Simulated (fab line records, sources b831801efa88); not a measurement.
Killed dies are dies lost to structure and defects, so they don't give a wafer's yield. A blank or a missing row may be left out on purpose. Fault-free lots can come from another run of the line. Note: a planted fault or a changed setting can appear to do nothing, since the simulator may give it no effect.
fab line records	flow sky130	part 1 of 2: steps 1 to 27 of 38
record lots=5	wafers=15	last-day=50
route steps=708 shown VIA4@660 METAL5@661 PASSIVATION@681 PAD_OPEN@694
lots with no fault: from the same line, run without faults
start-h: the number of hours between the record's first day and the start of the first shown wafer of the lot	wait-h: hours since the lot's step before	" the same as in the row above	L1.1+2: several wafers, shown together as one row	- value missing, or start not given	* or withheld: withheld	< > ~ a bound
route shown NAME@n: names a module that has steps shown in the file, with the first one's number in the route	usual: the fault-free wafers' mean and standard deviation	same: alike in all rows	chamber/n: place in a boat	sites: readings site by site	_std_site: the standard deviation of these	_edge_site: the outer-site mean with the inner-site mean subtracted	radius-mm: for every site, how far away it sits from the centre of the wafer	mask NAME#n: copy n	behind: the tool/chamber that last shaped the wafer	hold: why the lot went on hold/how many hours it stayed there/how the hold came to an end	device: names the non-switching transistor (n, p or np)	end of line: the same wafers' tests at the end of the route	a step given without rows: its recipe and nothing more	killed: dies lost to structure and defects at the first sort, not the wafer's yield	map: the dies of a wafer, with x for killed, . for not killed, _ for no die there
set.NAME: the setting that was run; set.NAME@STEP: the one run at that earlier step	model.NAME: the simulator's own value behind a step, which no gauge read
certain route steps with their lots: each step a table, each wafer a row
services: the hour from which a tool's chamber was out of use, counted from the record's first day as start-h (under 0 if before that day), plus the number of hours and why
## steps
# step SKY_VIA4_CMP_21
# recipe stop-on=SiO2	t-overpolish-s=25	down-force-psi=3.5	platen-rpm=60	target-thk-nm=0	pad-velocity-m-s=0.94248
# usual motor-current-A=10.6/1.3	overpolish-run-s=25.002/0.0088	time-to-endpoint-s=121/5.5
lot.wafer	tool	chamber	start-h	wait-h	motor-current-A	overpolish-run-s	time-to-endpoint-s
L075.4	cmp-02	2	1027.32	0.0	13.1	25.006	113
L075.5	"	2	"	"	13.2	24.991	117
L075.6	"	3	"	"	11.3	25.010	112
L076.1	cmp-02	1	1033.52	0.1	9.1	24.988	122
L076.5	"	3	"	"	10.1	25.010	117
L076.6	"	0	"	"	11.1	25.007	127
L079.3	cmp-02	2	1052.17	0.2	12.8	24.995	115
L079.4	"	3	"	"	10.9	24.991	113
L079.1	"	0	"	"	11.3	25.007	122
L085.4	cmp-01	0	1101.67	0.1	9.1	24.986	123
L085.2	"	1	"	"	11.0	25.010	125
L085.3	"	2	"	"	10.7	25.020	121
L096.4	cmp-02	0	1150.48	0.0	11.3	24.992	127
L096.1	"	2	"	"	13.7	24.999	120
L096.6	"	1	"	"	9.2	24.977	122
# step SKY_METAL5_SPUTTER_00
# recipe material=Ti	target-thk-nm=15	power-w=3000	time-s=10	chamber-pressure-pa=0.4
# usual throttle-valve-pct=30.1/0.78
lot.wafer	tool	chamber	start-h	wait-h	throttle-valve-pct
L075.4	pvd-sputter-04	-	1027.62	0.2	28.9
L075.5	"	-	"	"	29.5
L075.6	"	-	"	"	31.2
L076.1	pvd-sputter-02	-	1033.72	0.1	29.3
L076.5	"	-	"	"	29.6
L076.6	"	-	"	"	31.7
L079.1	pvd-sputter-04	-	1052.47	0.1	30.9
L079.3	"	-	"	"	30.7
L079.4	"	-	"	"	28.8
L085.2	pvd-sputter-03	-	1101.92	0.1	30.5
L085.3	"	-	"	"	30.4
L085.4	"	-	"	"	29.2
L096.1	pvd-sputter-03	-	1150.78	0.1	30.3
L096.4	"	-	"	"	30.8
L096.6	"	-	"	"	30.3
# step SKY_METAL5_SPUTTER_01
# recipe material=TiN	target-thk-nm=20	power-w=6500	time-s=16.7	chamber-pressure-pa=0.4
# usual throttle-valve-pct=30.1/0.78
lot.wafer	tool	chamber	start-h	wait-h	throttle-valve-pct
L075.4	pvd-sputter-04	-	1027.64	0.0	29.0
L075.5	"	-	"	"	29.9
L075.6	"	-	"	"	31.0
L076.1	pvd-sputter-02	-	1033.74	0.0	29.5
L076.5	"	-	"	"	29.5
L076.6	"	-	"	"	31.8
L079.1	pvd-sputter-04	-	1052.49	0.0	31.3
L079.3	"	-	"	"	30.5
L079.4	"	-	"	"	29.1
L085.2	pvd-sputter-03	-	1101.94	0.0	30.5
L085.3	"	-	"	"	30.4
L085.4	"	-	"	"	29.1
L096.1	pvd-sputter-03	-	1150.80	0.0	30.1
L096.4	"	-	"	"	30.7
L096.6	"	-	"	"	30.5
# step SKY_METAL5_SPUTTER_02
# recipe material=AlCu	target-thk-nm=1150	power-w=10600	time-s=61.2	chamber-pressure-pa=0.4
# usual throttle-valve-pct=30.2/0.79
lot.wafer	tool	chamber	start-h	wait-h	throttle-valve-pct
L075.4	pvd-sputter-04	-	1027.67	0.0	28.8
L075.5	"	-	"	"	29.8
L075.6	"	-	"	"	31.0
L076.1	pvd-sputter-02	-	1033.77	0.0	29.3
L076.5	"	-	"	"	29.5
L076.6	"	-	"	"	31.7
L079.1	pvd-sputter-04	-	1052.52	0.0	31.0
L079.3	"	-	"	"	30.7
L079.4	"	-	"	"	28.8
L085.2	pvd-sputter-03	-	1101.97	0.0	30.7
L085.3	"	-	"	"	30.1
L085.4	"	-	"	"	29.2
L096.1	pvd-sputter-03	-	1150.83	0.0	30.4
L096.4	"	-	"	"	30.8
L096.6	"	-	"	"	30.1
# step SKY_METAL5_SPUTTER_03
# recipe material=Ti	target-thk-nm=5	power-w=3000	time-s=3.3	chamber-pressure-pa=0.4
# usual throttle-valve-pct=30.2/0.8
lot.wafer	tool	chamber	start-h	wait-h	throttle-valve-pct
L075.4	pvd-sputter-04	-	1027.72	0.0	28.8
L075.5	"	-	"	"	29.8
L075.6	"	-	"	"	31.3
L076.1	pvd-sputter-02	-	1033.82	0.0	29.5
L076.5	"	-	"	"	29.4
L076.6	"	-	"	"	31.8
L079.1	pvd-sputter-04	-	1052.57	0.0	31.0
L079.3	"	-	"	"	30.7
L079.4	"	-	"	"	28.4
L085.2	pvd-sputter-03	-	1102.02	0.0	30.8
L085.3	"	-	"	"	30.1
L085.4	"	-	"	"	28.8
L096.1	pvd-sputter-03	-	1150.88	0.0	30.3
L096.4	"	-	"	"	30.7
L096.6	"	-	"	"	30.2
# step SKY_METAL5_SPUTTER_04
# recipe material=TiN	target-thk-nm=70	power-w=6500	time-s=58.3	chamber-pressure-pa=0.4
# usual throttle-valve-pct=30.2/0.77
lot.wafer	tool	chamber	start-h	wait-h	throttle-valve-pct
L075.4	pvd-sputter-04	-	1027.74	0.0	28.8
L075.5	"	-	"	"	29.7
L075.6	"	-	"	"	30.9
L076.1	pvd-sputter-02	-	1033.84	0.0	29.5
L076.5	"	-	"	"	29.4
L076.6	"	-	"	"	31.7
L079.1	pvd-sputter-04	-	1052.59	0.0	31.1
L079.3	"	-	"	"	30.5
L079.4	"	-	"	"	29.1
L085.2	pvd-sputter-03	-	1102.04	0.0	30.7
L085.3	"	-	"	"	30.3
L085.4	"	-	"	"	29.5
L096.1	pvd-sputter-03	-	1150.90	0.0	30.2
L096.4	"	-	"	"	30.7
L096.6	"	-	"	"	30.5
# step SKY_METAL5_RS_MEAS_05
# recipe thk-meas-gauge=four-point-probe	reads=TiN_of_METAL5_SPUTTER_04+Ti_of_METAL5_SPUTTER_03+AlCu_of_METAL5_SPUTTER_02+TiN_of_METAL5_SPUTTER_01+Ti_of_METAL5_SPUTTER_00
# usual METAL5_ALCU_RS=0.0271/0.00039
lot.wafer	tool	chamber	start-h	wait-h	METAL5_ALCU_RS[ohm/sq]
L075.4	film-metro-04	-	1027.85	0.1	0.0275
L075.5	"	-	"	"	0.0273
L075.6	"	-	"	"	0.0275
L076.1	film-metro-01	-	1033.88	0.0	0.0274
L076.5	"	-	"	"	0.0277
L076.6	"	-	"	"	0.0273
L079.1	film-metro-03	-	1052.64	0.0	0.0272
L079.3	"	-	"	"	0.0278
L079.4	"	-	"	"	0.0275
L085.2	film-metro-03	-	1102.11	0.0	0.0270
L085.3	"	-	"	"	0.0265
L085.4	"	-	"	"	0.0263
L096.1	film-metro-04	-	1150.95	0.0	0.0265
L096.4	"	-	"	"	0.0266
L096.6	"	-	"	"	0.0268
# step SKY_METAL5_THK_MEAS_06
# recipe thk-meas-gauge=xrf	reads=AlCu_of_METAL5_SPUTTER_02
# usual METAL5_ALCU_THK=1130/19
lot.wafer	tool	chamber	start-h	wait-h	METAL5_ALCU_THK[nm]
L075.4	film-metro-04	-	1027.94	0.1	1104
L075.5	"	-	"	"	1107
L075.6	"	-	"	"	1100
L076.1	film-metro-01	-	1034.00	0.1	1120
L076.5	"	-	"	"	1109
L076.6	"	-	"	"	1122
L079.1	film-metro-03	-	1052.76	0.1	1130
L079.3	"	-	"	"	1113
L079.4	"	-	"	"	1126
L085.2	film-metro-03	-	1102.22	0.1	1142
L085.3	"	-	"	"	1169
L085.4	"	-	"	"	1179
L096.1	film-metro-04	-	1151.07	0.1	1141
L096.4	"	-	"	"	1133
L096.6	"	-	"	"	1134
# step SKY_METAL5_DEHYDRATE_07
# recipe temp-c=200	time-s=60
lot.wafer	tool	chamber	start-h	wait-h
L075.4+5+6	litho-track-04	0	1038.42	10.5
L076.1+5+6	litho-track-04	0	1044.70	10.7
L079.1+3+4	litho-track-01	0	1062.75	10.0
L085.2+3+4	litho-track-03	0	1111.75	9.5
L096.1+4+6	litho-track-01	0	1160.20	9.1
# step SKY_METAL5_HMDS_08
# recipe prime-time-s=60	prime-temp-c=120
lot.wafer	tool	chamber	start-h	wait-h
L075.4+5+6	litho-track-04	0	1038.57	0.1
L076.1+5+6	litho-track-04	0	1044.85	0.1
L079.1+3+4	litho-track-01	0	1062.90	0.1
L085.2+3+4	litho-track-03	0	1111.90	0.1
L096.1+4+6	litho-track-01	0	1160.35	0.1
# step SKY_METAL5_COAT_09
# recipe resist=NOVOLAK	spin-rpm=3000	resist-thk-nm=1800
# usual spin-speed-rpm=2999.8/2
lot.wafer	tool	chamber	start-h	wait-h	spin-speed-rpm
L075.4	litho-track-04	0	1038.72	0.1	2999.8
L075.5	"	0	"	"	3001.6
L075.6	"	0	"	"	2997.9
L076.1	litho-track-04	0	1045.00	0.1	3000.1
L076.5	"	0	"	"	2999.9
L076.6	"	0	"	"	3000.5
L079.1	litho-track-01	0	1063.05	0.1	2998.5
L079.3	"	0	"	"	2999.0
L079.4	"	0	"	"	2996.7
L085.2	litho-track-03	0	1112.05	0.1	2999.8
L085.3	"	0	"	"	2997.0
L085.4	"	0	"	"	3000.5
L096.1	litho-track-01	0	1160.50	0.1	3000.9
L096.4	"	0	"	"	3002.2
L096.6	"	0	"	"	3000.5
# step SKY_METAL5_SOFTBAKE_10
# recipe temp-c=90	time-s=60	resist=NOVOLAK
lot.wafer	tool	chamber	start-h	wait-h
L075.4+5+6	litho-track-04	0	1038.87	0.1
L076.1+5+6	litho-track-04	0	1045.15	0.1
L079.1+3+4	litho-track-01	0	1063.20	0.1
L085.2+3+4	litho-track-03	0	1112.20	0.1
L096.1+4+6	litho-track-01	0	1160.65	0.1
# step SKY_METAL5_EXPOSE_11
# recipe mask-id=MM5	na=0.6	source-shape=conventional	sigma-outer=0.6	polarization=unpolarized	target-cd-nm=1600	dose-mj=190
# usual reticle-temp-C=23.01/0.11
# same sigma-outer=0.6
lot.wafer	tool	chamber	start-h	wait-h	mask	reticle-temp-C
L075.4	iline-stepper-02	0	-	-	MM5#0	23.10
L075.5	"	0	"	"	MM5#0	23.04
L075.6	"	0	"	"	MM5#0	23.06
L076.1	iline-stepper-02	0	-	-	MM5#0	22.98
L076.5	"	0	"	"	MM5#0	22.91
L076.6	"	0	"	"	MM5#0	22.94
L079.1	iline-stepper-01	0	-	-	MM5#0	22.96
L079.3	"	0	"	"	MM5#0	23.03
L079.4	"	0	"	"	MM5#0	22.93
L085.2	iline-stepper-02	0	-	-	MM5#0	23.12
L085.3	"	0	"	"	MM5#0	23.19
L085.4	"	0	"	"	MM5#0	23.05
L096.1	iline-stepper-01	0	-	-	MM5#0	23.02
L096.4	"	0	"	"	MM5#0	23.07
L096.6	"	0	"	"	MM5#0	22.91
# step SKY_METAL5_PEB_12
# recipe temp-c=withheld	time-s=*	resist=NOVOLAK
lot.wafer	tool	chamber	start-h	wait-h
L075.4+5+6	litho-track-04	0	-	-
L076.1+5+6	litho-track-01	0	-	-
L079.1+3+4	litho-track-01	0	-	-
L085.2+3+4	litho-track-01	0	-	-
L096.1+4+6	litho-track-04	0	-	-
# step SKY_METAL5_DEVELOP_13
# recipe resist=NOVOLAK	developer=TMAH	develop-time-s=60	dev-temp-c=23
lot.wafer	tool	chamber	start-h	wait-h
L075.4+5+6	litho-track-04	0	1050.12	0.1
L076.1+5+6	litho-track-01	0	1056.15	0.1
L079.1+3+4	litho-track-01	0	1073.75	0.1
L085.2+3+4	litho-track-01	0	1122.07	0.1
L096.1+4+6	litho-track-04	0	1169.00	0.1
# step SKY_METAL5_DESCUM_14
# recipe chemistry=O2	source-power-w=150	bias-power-w=0	pressure-mtorr=10	temp-c=40	time-s=11
# usual drypump-motor-current-A=5.63/0.27	he-backside-leak-sccm=3.44/0.3	oes-product-au=0.994/0.0082
lot.wafer	tool	chamber	start-h	wait-h	drypump-motor-current-A	he-backside-leak-sccm	oes-product-au	rf-hours-counter-h
L075.4	rie-metal-04	1	1050.21	0.1	5.75	3.51	0.993	-
L075.5	"	0	"	"	5.69	3.02	0.978	-
L075.6	"	1	"	"	5.76	3.56	0.991	-
L076.1	rie-metal-01	1	1056.30	0.1	5.10	3.17	0.978	7
L076.5	"	1	"	"	5.10	3.18	0.986	-
L076.6	"	0	"	"	5.60	3.69	0.988	-
L079.1	rie-metal-03	1	1073.90	0.1	5.95	3.41	0.992	12
L079.3	"	1	"	"	5.92	3.19	1.001	-
L079.4	"	0	"	"	5.65	3.32	0.987	-
L085.2	rie-metal-01	0	1122.20	0.1	5.60	3.22	0.976	23
L085.3	"	1	"	"	5.10	3.13	0.981	-
L085.4	"	0	"	"	5.62	3.18	0.987	-
L096.1	rie-metal-04	0	1169.15	0.1	5.66	3.52	1.000	0
L096.4	"	1	"	"	5.75	3.51	0.996	-
L096.6	"	0	"	"	5.61	3.40	0.989	-
# step SKY_METAL5_METAL_ETCH_15
# recipe target-depth-a=12600	stop-on=SiO2	over-etch-frac=0.2	time-s=252	chemistry=Cl2/BCl3	resist-sidewall-deg=86	pressure-mtorr=10	icp-w=900	bias-w=48.5	Cl2_flow_sccm=60	bcl3-flow-sccm=30
# usual drypump-motor-current-A=5.63/0.27	he-backside-leak-sccm=3.37/0.17	oes-product-au=0.894/0.0054	throttle-valve-pct=22.265/0.0091
lot.wafer	tool	chamber	start-h	wait-h	drypump-motor-current-A	he-backside-leak-sccm	oes-product-au	rf-hours-counter-h	throttle-valve-pct
L075.4	rie-metal-04	1	1050.31	0.1	5.77	3.59	0.891	-	22.242
L075.5	"	0	"	"	5.67	3.24	0.891	-	22.260
L075.6	"	1	"	"	5.77	3.54	0.890	-	22.272
L076.1	rie-metal-01	1	1056.33	0.0	5.08	3.20	0.901	7	22.258
L076.5	"	1	"	"	5.10	3.09	0.896	-	22.268
L076.6	"	0	"	"	5.63	3.07	0.886	-	22.278
L079.1	rie-metal-03	1	1073.93	0.0	5.97	3.24	0.891	12	22.263
L079.3	"	1	"	"	6.00	3.25	0.898	-	22.273
L079.4	"	0	"	"	5.64	3.40	0.898	-	22.257
L085.2	rie-metal-01	0	1122.23	0.0	5.59	3.46	0.888	23	22.254
L085.3	"	1	"	"	5.10	3.13	0.889	-	22.256
L085.4	"	0	"	"	5.59	3.50	0.904	-	22.259
L096.1	rie-metal-04	0	1169.18	0.0	5.66	3.43	0.889	0	22.284
L096.4	"	1	"	"	5.75	3.55	0.896	-	22.260
L096.6	"	0	"	"	5.66	3.25	0.899	-	22.251
# step SKY_METAL5_STRIP_16
# recipe chemistry=O2/N2	power-w=1400	pressure-mtorr=1500	platen-temp-c=withheld	o2-flow-sccm=3000	n2-flow-sccm=300	overash-fraction=0.5
# usual drypump-motor-current-A=6.0/0.61	n2-flow-sccm=300.0/0.87	oes-product-au=0.711/0.0044	strip-time-to-endpoint-s=13.15/0.095
lot.wafer	tool	chamber	start-h	wait-h	drypump-motor-current-A	n2-flow-sccm	oes-product-au	rf-hours-counter-h	strip-time-to-endpoint-s
L075.4	plasma-asher-01	1	1050.50	0.1	5.7	300.4	0.711	-	13.23
L075.5	"	0	"	"	6.5	300.9	0.706	-	13.35
L075.6	"	1	"	"	5.7	300.2	0.707	-	13.26
L076.1	plasma-asher-02	0	1056.57	0.2	5.1	299.1	0.711	97	13.42
L076.5	"	0	"	"	5.1	300.7	0.711	-	13.31
L076.6	"	1	"	"	6.6	299.9	0.713	-	13.25
L079.1	plasma-asher-02	0	1074.17	0.2	5.1	298.1	0.709	98	13.01
L079.3	"	1	"	"	6.6	300.4	0.708	-	13.05
L079.4	"	0	"	"	5.1	299.7	0.712	-	13.10
L085.2	plasma-asher-04	1	1122.47	0.2	6.0	299.6	0.707	7	13.23
L085.3	"	1	"	"	6.0	298.6	0.713	-	13.28
L085.4	"	0	"	"	6.6	300.6	0.711	-	13.21
L096.1	plasma-asher-04	0	1169.42	0.2	6.5	301.3	0.712	11	13.19
L096.4	"	1	"	"	6.0	299.2	0.706	-	13.14
L096.6	"	1	"	"	6.0	297.4	0.710	-	13.22
# step SKY_METAL5_STRIP_17
# recipe chemistry=post-etch-residue-remover	time-s=1200	temp-c=72.5
lot.wafer	tool	chamber	start-h	wait-h
L075.4+5+6	wet-bench-02	3	1050.57	0.0
L076.1+5+6	wet-bench-02	2	1056.67	0.1
L079.1+3+4	wet-bench-02	3	1074.27	0.1
L085.2+3+4	wet-bench-01	0	1122.57	0.1
L096.1+4+6	wet-bench-01	1	1169.65	0.2
# step SKY_METAL5_CLEAN_18
# recipe chemistry=IPA	time-s=180	temp-c=25
lot.wafer	tool	chamber	start-h	wait-h
L075.4+5+6	wet-bench-01	3	1050.91	0.0
L076.1+5+6	wet-bench-04	1	1057.01	0.0
L079.1+3+4	wet-bench-02	3	1074.61	0.0
L085.2+3+4	wet-bench-02	0	1122.91	0.0
L096.1+4+6	wet-bench-01	1	1169.99	0.0
# step SKY_METAL5_CLEAN_19
# recipe chemistry=O3/DIW	dry=n2-spin
lot.wafer	tool	chamber	start-h	wait-h
L075.4+5+6	wet-bench-02	3	1050.97	0.0
L076.1+5+6	wet-bench-02	3	1057.07	0.0
L079.1+3+4	wet-bench-04	0	1074.67	0.0
L085.2+3+4	wet-bench-01	2	1122.97	0.0
L096.1+4+6	wet-bench-04	3	1170.05	0.0
# step SKY_PASSIVATION_CVD_00
# recipe material=SiO2	target-thk-nm=90	temp-c=400	time-s=withheld	rf-w=600
# usual heater-power-w=627/75
lot.wafer	tool	chamber	start-h	wait-h	heater-power-w
L075.4	pecvd-02	2	1051.07	0.0	701
L075.5	"	0	"	"	644
L075.6	"	1	"	"	536
L076.1	pecvd-02	1	1057.16	0.0	579
L076.5	"	2	"	"	708
L076.6	"	0	"	"	783
L079.1	pecvd-02	0	1074.77	0.0	725
L079.3	"	2	"	"	634
L079.4	"	1	"	"	628
L085.2	pecvd-02	0	1123.06	0.0	678
L085.3	"	2	"	"	671
L085.4	"	0	"	"	699
L096.1	pecvd-01	1	1170.14	0.0	533
L096.4	"	0	"	"	574
L096.6	"	1	"	"	544
# step SKY_PASSIVATION_THK_MEAS_01
# recipe reads=SiO2_of_PASSIVATION_CVD_00
# usual PASSIVATION_CVD_00_THK=90.3/1.1
lot.wafer	tool	chamber	start-h	wait-h	PASSIVATION_CVD_00_THK[nm]
L075.4	film-metro-02	-	1051.11	-	89.6
L075.5	"	-	"	"	91.9
L075.6	"	-	"	"	91.5
L076.1	film-metro-04	-	1057.19	-	90.0
L076.5	"	-	"	"	90.2
L076.6	"	-	"	"	90.9
L079.1	film-metro-01	-	1074.79	-	90.9
L079.3	"	-	"	"	88.8
L079.4	"	-	"	"	91.1
L085.2	film-metro-02	-	1123.09	-	90.7
L085.3	"	-	"	"	89.4
L085.4	"	-	"	"	90.8
L096.1	film-metro-01	-	1170.16	-	90.9
L096.4	"	-	"	"	91.0
L096.6	"	-	"	"	91.8
# step SKY_PASSIVATION_CVD_02
# recipe material=Si3N4	target-thk-nm=540	temp-c=400	time-s=withheld	rf-w=450
# usual heater-power-w=672/74
lot.wafer	tool	chamber	start-h	wait-h	heater-power-w
L075.4	pecvd-03	1	1051.25	0.1	669
L075.5	"	0	"	"	729
L075.6	"	2	"	"	642
L076.1	pecvd-01	0	1057.25	0.1	651
L076.5	"	0	"	"	667
L076.6	"	2	"	"	596
L079.1	pecvd-01	1	1074.85	0.1	669
L079.3	"	1	"	"	679
L079.4	"	2	"	"	722
L085.2	pecvd-01	2	1123.14	0.0	667
L085.3	"	1	"	"	632
L085.4	"	2	"	"	726
L096.1	pecvd-03	0	1170.22	0.1	816
L096.4	"	2	"	"	621
L096.6	"	0	"	"	826
# step SKY_PASSIVATION_THK_MEAS_03
# recipe reads=Si3N4_of_PASSIVATION_CVD_02
# usual PASSIVATION_CVD_02_THK=541/7.1
lot.wafer	tool	chamber	start-h	wait-h	PASSIVATION_CVD_02_THK[nm]
L075.4	film-metro-04	-	1051.40	-	543
L075.5	"	-	"	"	541
L075.6	"	-	"	"	545
L076.1	film-metro-02	-	1057.47	-	535
L076.5	"	-	"	"	549
L076.6	"	-	"	"	547
L079.1	film-metro-02	-	1075.19	-	543
L079.3	"	-	"	"	553
L079.4	"	-	"	"	550
L085.2	film-metro-04	-	1123.38	-	536
L085.3	"	-	"	"	532
L085.4	"	-	"	"	541
L096.1	film-metro-02	-	1170.45	-	537
L096.4	"	-	"	"	542
L096.6	"	-	"	"	543
# step SKY_PASSIVATION_DEHYDRATE_04
# recipe temp-c=200	time-s=60
lot.wafer	tool	chamber	start-h	wait-h
L075.4+5+6	litho-track-04	0	1061.42	10.0
L076.1+5+6	litho-track-04	0	1068.00	10.5
L079.1+3+4	litho-track-04	0	1085.05	9.9
L085.2+3+4	litho-track-03	0	1133.20	9.8
L096.1+4+6	litho-track-02	0	1177.93	7.5
# step SKY_PASSIVATION_HMDS_05
# recipe prime-time-s=60	prime-temp-c=120
lot.wafer	tool	chamber	start-h	wait-h
L075.4+5+6	litho-track-04	0	1061.57	0.1
L076.1+5+6	litho-track-04	0	1068.15	0.1
L079.1+3+4	litho-track-04	0	1085.20	0.1
L085.2+3+4	litho-track-03	0	1133.35	0.1
L096.1+4+6	litho-track-02	0	1178.08	0.1
